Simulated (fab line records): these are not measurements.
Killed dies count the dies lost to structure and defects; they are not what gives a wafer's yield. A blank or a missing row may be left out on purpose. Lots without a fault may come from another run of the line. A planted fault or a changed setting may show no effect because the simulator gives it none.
Which tool was responsible? || flow sky130 || Sampling: 12 lots, 36 wafers, 5 of 708 route steps

== WHAT EACH GAUGE READ, for each wafer ==
SKY_VIA2_CD_MEAS_12 targets a cd of 200 nm. Usual: cd nm reads 200.4 nm (standard deviation 1.4).
{"lot": "L874", "measured": "day 36 22:57", "on": "cd sem-01", "cd nm (nm)": "198.2 198.3 197.8", "flag": ""}
{"lot": "L875", "measured": "day 37 21:56", "on": "cd sem-02", "cd nm (nm)": "201.2 200.1 200.0", "flag": ""}
{"lot": "L877", "measured": "day 38 02:02", "on": "cd sem-01", "cd nm (nm)": "201.1 200.5 201.8", "flag": ""}
{"lot": "L878", "measured": "day 38 02:41", "on": "cd sem-01", "cd nm (nm)": "201.8 201.6 201.5", "flag": ""}
{"lot": "L880", "measured": "day 38 14:35", "on": "cd sem-02", "cd nm (nm)": "201.5 201.7 201.6", "flag": ""}
{"lot": "L879", "measured": "day 38 16:50", "on": "cd sem-02", "cd nm (nm)": "200.9 200.5 201.1", "flag": ""}
{"lot": "L881", "measured": "day 39 01:26", "on": "cd sem-02", "cd nm (nm)": "200.1 199.2 199.7", "flag": ""}
{"lot": "L883", "measured": "day 39 18:44", "on": "cd sem-01", "cd nm (nm)": "201.1 200.1 201.4", "flag": ""}
{"lot": "L885", "measured": "day 40 04:54", "on": "cd sem-02", "cd nm (nm)": "197.7 198.5 199.5", "flag": ""}
{"lot": "L892", "measured": "day 42 03:51", "on": "cd sem-02", "cd nm (nm)": "200.2 200.1 200.0", "flag": ""}
{"lot": "L894", "measured": "day 42 16:17", "on": "cd sem-01", "cd nm (nm)": "203.0 202.9 203.6", "flag": ""}
{"lot": "L895", "measured": "day 43 00:45", "on": "cd sem-01", "cd nm (nm)": "201.1 201.3 201.9", "flag": ""}

SKY_CAPM_RS_MEAS_03: measurement is done with a four-point probe. Usual: CAPM_TIN_RS gives 6.92 ohm/sq (standard deviation 0.078).
{"lot": "L874", "measured": "day 37 00:55", "on": "film metro-04", "CAPM_TIN_RS (ohm/sq)": "6.86 6.86 6.82", "flag": ""}
{"lot": "L875", "measured": "day 37 23:53", "on": "film metro-03", "CAPM_TIN_RS (ohm/sq)": "6.94 6.87 6.86", "flag": ""}
{"lot": "L877", "measured": "day 38 03:54", "on": "film metro-01", "CAPM_TIN_RS (ohm/sq)": "6.82 6.72 6.81", "flag": ""}
{"lot": "L878", "measured": "day 38 04:33", "on": "film metro-04", "CAPM_TIN_RS (ohm/sq)": "6.87 6.87 6.84", "flag": ""}
{"lot": "L880", "measured": "day 38 16:29", "on": "film metro-03", "CAPM_TIN_RS (ohm/sq)": "6.91 6.91 6.96", "flag": ""}
{"lot": "L879", "measured": "day 38 18:42", "on": "film metro-03", "CAPM_TIN_RS (ohm/sq)": "7.01 7.03 6.92", "flag": ""}
{"lot": "L881", "measured": "day 39 03:20", "on": "film metro-03", "CAPM_TIN_RS (ohm/sq)": "6.93 6.79 6.88", "flag": ""}
{"lot": "L883", "measured": "day 39 20:58", "on": "film metro-01", "CAPM_TIN_RS (ohm/sq)": "6.97 6.87 6.95", "flag": ""}
{"lot": "L885", "measured": "day 40 06:48", "on": "film metro-03", "CAPM_TIN_RS (ohm/sq)": "6.91 6.91 7.02", "flag": ""}
{"lot": "L892", "measured": "day 42 05:47", "on": "film metro-04", "CAPM_TIN_RS (ohm/sq)": "7.16 7.13 7.17", "flag": ""}
{"lot": "L894", "measured": "day 42 18:09", "on": "film metro-01", "CAPM_TIN_RS (ohm/sq)": "6.80 6.74 6.79", "flag": ""}
{"lot": "L895", "measured": "day 43 02:47", "on": "film metro-04", "CAPM_TIN_RS (ohm/sq)": "6.93 6.97 6.88", "flag": ""}

SKY_CAPM_OVL_MEAS_12. Usual: CAPM_OVL gives -1.1 nm (standard deviation 1.3).
{"lot": "L874", "measured": "day 38 02:39", "on": "overlay-02", "CAPM_OVL (nm)": "0.5 -0.5 -1.3", "flag": ""}
{"lot": "L875", "measured": "day 39 01:07", "on": "overlay-01", "CAPM_OVL (nm)": "-3.6 0.8 1.1", "flag": ""}
{"lot": "L877", "measured": "day 39 04:11", "on": "overlay-01", "CAPM_OVL (nm)": "-0.2 0.9 -0.9", "flag": ""}
{"lot": "L878", "measured": "day 39 04:50", "on": "overlay-01", "CAPM_OVL (nm)": "-2.3 -0.9 -0.6", "flag": ""}
{"lot": "L880", "measured": "day 39 16:47", "on": "overlay-01", "CAPM_OVL (nm)": "-2.3 0.5 -0.5", "flag": ""}
{"lot": "L879", "measured": "day 39 18:30", "on": "overlay-01", "CAPM_OVL (nm)": "1.3 -0.2 -0.7", "flag": ""}
{"lot": "L881", "measured": "day 40 03:38", "on": "overlay-01", "CAPM_OVL (nm)": "-3.3 -1.4 -1.9", "flag": ""}
{"lot": "L883", "measured": "day 40 21:14", "on": "overlay-02", "CAPM_OVL (nm)": "-0.3 -1.6 -0.9", "flag": ""}
{"lot": "L885", "measured": "day 41 07:05", "on": "overlay-01", "CAPM_OVL (nm)": "-0.7 -1.2 -0.2", "flag": ""}
{"lot": "L892", "measured": "day 43 04:43", "on": "overlay-02", "CAPM_OVL (nm)": "-1.5 -0.2 -1.4", "flag": ""}
{"lot": "L894", "measured": "day 43 16:41", "on": "overlay-02", "CAPM_OVL (nm)": "-2.4 -3.1 -2.3", "flag": ""}
{"lot": "L895", "measured": "day 44 01:03", "on": "overlay-01", "CAPM_OVL (nm)": "-3.7 -3.0 -1.1", "flag": ""}

== EACH LOT AND THE TOOL THAT RAN IT (in order: tool; ch and the chambers of the sampled wafers; start) ==
{"lot": "L874", "SKY_METAL2_DESCUM_17": "rie metal-04 ch 0,1, day 35 19:26", "SKY_CAPM_SPUTTER_02": "pvd sputter-04, day 37 00:47"}
{"lot": "L875", "SKY_METAL2_DESCUM_17": "rie metal-04 ch 0,1, day 36 17:58", "SKY_CAPM_SPUTTER_02": "pvd sputter-01, day 37 23:45"}
{"lot": "L877", "SKY_METAL2_DESCUM_17": "rie metal-03 ch 0,1, day 36 22:39", "SKY_CAPM_SPUTTER_02": "pvd sputter-01, day 38 03:46"}
{"lot": "L878", "SKY_METAL2_DESCUM_17": "rie metal-04 ch 0,1, day 36 23:36", "SKY_CAPM_SPUTTER_02": "pvd sputter-01, day 38 04:26"}
{"lot": "L880", "SKY_METAL2_DESCUM_17": "rie metal-04 ch 1, day 37 11:43", "SKY_CAPM_SPUTTER_02": "pvd sputter-04, day 38 16:23"}
{"lot": "L879", "SKY_METAL2_DESCUM_17": "rie metal-02 ch 0, day 37 13:40", "SKY_CAPM_SPUTTER_02": "pvd sputter-03, day 38 18:34"}
{"lot": "L881", "SKY_METAL2_DESCUM_17": "rie metal-02 ch 0, day 37 22:36", "SKY_CAPM_SPUTTER_02": "pvd sputter-03, day 39 03:13"}
{"lot": "L883", "SKY_METAL2_DESCUM_17": "rie metal-04 ch 0,1, day 38 16:27", "SKY_CAPM_SPUTTER_02": "pvd sputter-04, day 39 20:51"}
{"lot": "L885", "SKY_METAL2_DESCUM_17": "rie metal-02 ch 0,1, day 39 03:21", "SKY_CAPM_SPUTTER_02": "pvd sputter-01, day 40 06:40"}
{"lot": "L892", "SKY_METAL2_DESCUM_17": "rie metal-03 ch 0,1, day 41 03:14", "SKY_CAPM_SPUTTER_02": "pvd sputter-01, day 42 05:37"}
{"lot": "L894", "SKY_METAL2_DESCUM_17": "rie metal-04 ch 0,1, day 41 15:44", "SKY_CAPM_SPUTTER_02": "pvd sputter-03, day 42 18:02"}
{"lot": "L895", "SKY_METAL2_DESCUM_17": "rie metal-04 ch 0,1, day 42 00:09", "SKY_CAPM_SPUTTER_02": "pvd sputter-03, day 43 02:39"}
- SKY_METAL2_DESCUM_17: chemistry O2, time 8 s.
- SKY_CAPM_SPUTTER_02: material TiN, target thk 200 nm, time 166.7 s.

== WHAT THE TOOLS THEMSELVES READ (means of the sampled wafers that have a number; where no wafer has one, the mark that the record gives instead) ==
SKY_METAL2_DESCUM_17. Usual: drypump motor current A 5.7 A, standard deviation 0.52; oes product au 1.003 a.u., standard deviation 0.011.
{"lot": "L874", "tool": "rie metal-04", "drypump motor current A (A)": 6.4, "oes product au (a.u.)": 0.996, "flag": ""}
{"lot": "L875", "tool": "rie metal-04", "drypump motor current A (A)": 6.2, "oes product au (a.u.)": 0.991, "flag": ""}
{"lot": "L877", "tool": "rie metal-03", "drypump motor current A (A)": 5.2, "oes product au (a.u.)": 1.016, "flag": ""}
{"lot": "L878", "tool": "rie metal-04", "drypump motor current A (A)": 6.2, "oes product au (a.u.)": 0.998, "flag": ""}
{"lot": "L880", "tool": "rie metal-04", "drypump motor current A (A)": 6.0, "oes product au (a.u.)": 1.000, "flag": ""}
{"lot": "L879", "tool": "rie metal-02", "drypump motor current A (A)": 5.2, "oes product au (a.u.)": 0.994, "flag": ""}
{"lot": "L881", "tool": "rie metal-02", "drypump motor current A (A)": 5.1, "oes product au (a.u.)": 0.994, "flag": ""}
{"lot": "L883", "tool": "rie metal-04", "drypump motor current A (A)": 6.4, "oes product au (a.u.)": 1.003, "flag": ""}
{"lot": "L885", "tool": "rie metal-02", "drypump motor current A (A)": 5.3, "oes product au (a.u.)": 0.994, "flag": ""}
{"lot": "L892", "tool": "rie metal-03", "drypump motor current A (A)": 5.2, "oes product au (a.u.)": 1.019, "flag": ""}
{"lot": "L894", "tool": "rie metal-04", "drypump motor current A (A)": 6.2, "oes product au (a.u.)": 1.011, "flag": ""}
{"lot": "L895", "tool": "rie metal-04", "drypump motor current A (A)": 6.2, "oes product au (a.u.)": 1.012, "flag": ""}

SKY_CAPM_SPUTTER_02. Usual: cathode dc power W 6500.0 W, standard deviation 1.1; throttle valve pct 30.2 %, standard deviation 1.2.
{"lot": "L874", "tool": "pvd sputter-04", "cathode dc power W (W)": 6499.2, "throttle valve pct (%)": 32.1, "flag": ""}
{"lot": "L875", "tool": "pvd sputter-01", "cathode dc power W (W)": 6499.4, "throttle valve pct (%)": 29.1, "flag": ""}
{"lot": "L877", "tool": "pvd sputter-01", "cathode dc power W (W)": 6499.8, "throttle valve pct (%)": 29.5, "flag": ""}
{"lot": "L878", "tool": "pvd sputter-01", "cathode dc power W (W)": 6501.1, "throttle valve pct (%)": 29.8, "flag": ""}
{"lot": "L880", "tool": "pvd sputter-04", "cathode dc power W (W)": 6500.1, "throttle valve pct (%)": 31.3, "flag": ""}
{"lot": "L879", "tool": "pvd sputter-03", "cathode dc power W (W)": 6499.2, "throttle valve pct (%)": 30.2, "flag": ""}
{"lot": "L881", "tool": "pvd sputter-03", "cathode dc power W (W)": 6499.6, "throttle valve pct (%)": 30.3, "flag": ""}
{"lot": "L883", "tool": "pvd sputter-04", "cathode dc power W (W)": 6500.1, "throttle valve pct (%)": 31.1, "flag": ""}
{"lot": "L885", "tool": "pvd sputter-01", "cathode dc power W (W)": 6499.5, "throttle valve pct (%)": 29.4, "flag": ""}
{"lot": "L892", "tool": "pvd sputter-01", "cathode dc power W (W)": 6499.3, "throttle valve pct (%)": 29.1, "flag": ""}
{"lot": "L894", "tool": "pvd sputter-03", "cathode dc power W (W)": 6499.7, "throttle valve pct (%)": 31.6, "flag": ""}
{"lot": "L895", "tool": "pvd sputter-03", "cathode dc power W (W)": 6501.1, "throttle valve pct (%)": 30.6, "flag": ""}

== THE ANSWER, worked out from the rows above alone ==
Rule: take the mean of a lot's wafers that have a number; if it is more than 3 standard deviations from the usual mean, the lot is off. Also off: a lot with no number at a reading for which 4 or more lots have one. Where the step has rows for the other lots, those lots are counted as sound. After the gauges, taken in route order, come the tools' own readings; for these a lot's mean is taken, as printed above. At the first step where some lot is off, the reading lying furthest off is the one used; lots without a number count as furthest.
None of the lots is off at any reading shown; this tells nothing.

== WHAT HAD BEEN PUT IN BY THE SIMULATOR ==
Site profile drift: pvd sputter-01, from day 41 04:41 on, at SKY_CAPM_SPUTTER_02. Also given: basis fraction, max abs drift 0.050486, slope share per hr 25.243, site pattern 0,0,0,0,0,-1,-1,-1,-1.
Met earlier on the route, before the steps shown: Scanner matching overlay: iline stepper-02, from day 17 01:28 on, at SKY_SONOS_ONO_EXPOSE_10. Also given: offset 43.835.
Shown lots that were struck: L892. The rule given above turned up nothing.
